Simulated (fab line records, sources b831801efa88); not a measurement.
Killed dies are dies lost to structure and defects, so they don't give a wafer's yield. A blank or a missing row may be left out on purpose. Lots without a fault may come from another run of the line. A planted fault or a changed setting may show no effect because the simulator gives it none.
One fault seen from 2 desks | flow sky130 | each desk has only its own numbers; what lay behind them comes last

THE TOOL OWNER'S DESK: implanter-03
The tool's own readings at SKY_LDD_HVN_IMPLANT_08: means of the sampled wafers that have a number, for each lot that ran on this tool. A lot is out of limits, marked OUT, if its mean lies more than 4 standard deviations from the usual mean; the brackets give that distance.
Columns: A = dose_ions_cm2 at SKY_LDD_HVN_IMPLANT_08, usual 3.001e+13
lot  | first seen here | A
L617 | day 21 16:02    | 2.999e+13
L621 | day 23 14:23    | 3.007e+13
L624 | day 26 04:24    | 3.069e+13 (+20) OUT
L627 | day 26 04:58    | 3.069e+13 (+20) OUT
L636 | day 28 16:13    | 3.005e+13
This desk's finding: out of limits on L624, L627; first on L624, day 26 04:24 (dose_ions_cm2 at SKY_LDD_HVN_IMPLANT_08). In limits: L617, L621, L636.

THE METROLOGY DESK
What the gauges read, lot by lot, whatever tool the lot ran on: means of the sampled wafers that have a number. A lot is out of limits, marked OUT, if its mean lies more than 4 standard deviations from the usual mean; the brackets give that distance.
Columns: A = FIELD_ISO_CVD_24_THK at SKY_FIELD_ISO_THK_MEAS_25, usual 595 nm; B = POLY_GATE_OXIDATION_THK at SKY_POLY_GATE_THK_MEAS_21, usual 4.04 nm
lot  | first seen here | A   | B
L614 | day 2 14:05     | 597 | 3.95
L615 | day 2 22:45     | 595 | 4.00
L616 | day 3 06:23     | 592 | 3.93
L617 | day 3 06:23     | 587 | 3.97
L618 | day 3 11:43     | 595 | 3.96
L619 | day 3 21:41     | 597 | 3.95
L621 | day 4 04:49     | 605 | 4.00
L625 | day 5 00:36     | 589 | 4.19
L624 | day 5 00:38     | 590 | 4.10
L627 | day 5 09:59     | 596 | 3.96
L628 | day 5 15:25     | 593 | 4.07
L634 | day 6 22:47     | 603 | 4.06
L636 | day 7 09:44     | 590 | 4.02
This desk's finding: nothing out of limits on any of the 13 lots.

PUT TOGETHER
The tool owner's desk could have raised an alarm at day 26 04:24, on L624, L627.
The metrology desk saw nothing out of limits.
The metrology desk has L624, L627 on record, within its limits.
Of the lots named, all ran SKY_LDD_HVN_IMPLANT_08 on implanter-03.

WHAT THE SIMULATOR HAD PUT IN
Process parameter drift: implanter-03, from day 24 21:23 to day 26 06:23, at SKY_LDD_HVN_IMPLANT_08. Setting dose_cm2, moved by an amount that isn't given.
Lots struck among those shown: L624, L627.
Hours from the fault's start to each desk's first reading out of limits: the tool owner's desk, 31.
